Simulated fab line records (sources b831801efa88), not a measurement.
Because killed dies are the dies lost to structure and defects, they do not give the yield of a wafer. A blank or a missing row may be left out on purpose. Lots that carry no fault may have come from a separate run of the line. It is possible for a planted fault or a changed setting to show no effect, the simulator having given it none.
Matching of chambers / flow gf180mcu / GF_V5_CVD_02 on pecvd-04: 3 sister chambers
The step deposits SiO2 from TEOS, target thk 1450 nm, time 163.28 s. 16 wafers are shown with their chamber, then 8 later ones without.

## EACH WAFER AND ITS CHAMBER
wafer=L422.2; chamber=0; heaterPowerW (W)=679
wafer=L422.5; chamber=2; heaterPowerW (W)=740
wafer=L422.6; chamber=0; heaterPowerW (W)=791
wafer=L424.2; chamber=2; heaterPowerW (W)=766
wafer=L424.3; chamber=1; heaterPowerW (W)=561
wafer=L424.5; chamber=0; heaterPowerW (W)=622
wafer=L426.1; chamber=0; heaterPowerW (W)=769
wafer=L426.2; chamber=1; heaterPowerW (W)=571
wafer=L426.6; chamber=1; heaterPowerW (W)=465
wafer=L427.4; chamber=0; heaterPowerW (W)=776
wafer=L427.5; chamber=1; heaterPowerW (W)=583
wafer=L427.6; chamber=2; heaterPowerW (W)=793
wafer=L429.3; chamber=1; heaterPowerW (W)=582
wafer=L429.5; chamber=1; heaterPowerW (W)=470
wafer=L429.6; chamber=0; heaterPowerW (W)=709
wafer=L430.2; chamber=0; heaterPowerW (W)=774

SIGNATURES (means of the wafers above)
reading=heaterPowerW; chamber 0=731.43; chamber 1=538.67; chamber 2=766.33; scatter within a chamber=56.1
Rule: for each reading, subtract the chamber's mean from the wafer's reading, divide by that reading's scatter and square the result; add these up over the readings and take the root, which gives the wafer's distance from the chamber. The wafer belongs to the nearest chamber; if the next one is less than 2 further off, it can't be placed. The scatter is the square root of a quotient: the sum, over the shown wafers, of each reading's squared deviation from its chamber's mean, divided by wafers minus chambers.

## WAFERS WHOSE CHAMBER IS MISSING
wafer=L430.3; heaterPowerW (W)=502
wafer=L430.6; heaterPowerW (W)=566
wafer=L435.2; heaterPowerW (W)=739
wafer=L435.4; heaterPowerW (W)=477
wafer=L435.6; heaterPowerW (W)=776
wafer=L440.2; heaterPowerW (W)=650
wafer=L440.3; heaterPowerW (W)=571
wafer=L440.4; heaterPowerW (W)=622

## THE CHAMBER EACH PASSED THROUGH
wafer=L430.3; from the rows above=1; in truth=1
wafer=L430.6; from the rows above=1; in truth=1
wafer=L435.2; from the rows above=can't be placed: 0 or 2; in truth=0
wafer=L435.4; from the rows above=1; in truth=1
wafer=L435.6; from the rows above=can't be placed: 2 or 0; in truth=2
wafer=L440.2; from the rows above=can't be placed: 0 or 1 or 2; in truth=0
wafer=L440.3; from the rows above=1; in truth=1
wafer=L440.4; from the rows above=can't be placed: 1 or 0 or 2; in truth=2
4 of 8 placed correctly. From these rows, 4 cannot be placed; in 4 the true chamber is one of the candidates. Number placed wrongly: 0.
